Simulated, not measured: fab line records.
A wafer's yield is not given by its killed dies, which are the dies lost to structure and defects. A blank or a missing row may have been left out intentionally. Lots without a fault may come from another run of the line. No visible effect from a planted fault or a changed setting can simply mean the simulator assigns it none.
What tool caused it?    flow sky130    7 lots with 21 wafers sampled at 2 steps, on a route of 708 steps

== WHAT THE GAUGES SHOWED, per wafer ==
SKY_FIELD_ISO_CD_MEAS_13: the cd target is 150 nm.
lot   measured     on         cd-nm (nm)
L960  day 2 19:43  cd-sem-01  150.2 149.8 150.6
L963  day 3 13:40  cd-sem-02  148.1 149.0 149.9
L966  day 4 03:31  cd-sem-01  149.2 150.1 149.3
L968  day 4 16:01  cd-sem-02  149.2 151.5 151.5
L971  day 5 03:59  cd-sem-01  152.0 152.1 153.5
L977  day 6 12:47  cd-sem-02  140.9 143.4 141.3
L980  day 7 06:19  cd-sem-02  147.7 145.6 146.6

== TOOL THAT RAN EACH LOT (tool first, then ch and the chambers of the sampled wafers, then the start) ==
lot   SKY_FIELD_ISO_EXPOSE_10
L960  krf-scanner-01 ch 0, day 2 12:02
L963  krf-scanner-02 ch 0, day 3 05:48
L966  krf-scanner-02 ch 0, day 3 19:11
L968  krf-scanner-01 ch 0, day 4 07:40
L971  krf-scanner-02 ch 0, day 4 19:45
L977  krf-scanner-01 ch 0, day 6 03:06
L980  krf-scanner-02 ch 0, day 6 20:31
- SKY_FIELD_ISO_EXPOSE_10: exposes mask FOM, target cd 150 nm.

== THE ANSWER, worked out from the rows above alone ==
Rule: usual is defined by the lots themselves. The widest of any qualifying gaps counts: lots, ordered by their means at a reading, are off when they make up no more than a third of the lots, leave a main group of 4 or more, and stand apart from it by 3 or more times the standard deviation of that group's means. If all means in a main group match to the digits the tables above print for the reading, that group is not used. A lot without any number at a reading at which 4 lots or more have one is off too. The other lots that the step has rows for count as sound.
None of the lots is off at any reading shown; this tells nothing.

== WHAT THE SIMULATOR HAD INSERTED ==
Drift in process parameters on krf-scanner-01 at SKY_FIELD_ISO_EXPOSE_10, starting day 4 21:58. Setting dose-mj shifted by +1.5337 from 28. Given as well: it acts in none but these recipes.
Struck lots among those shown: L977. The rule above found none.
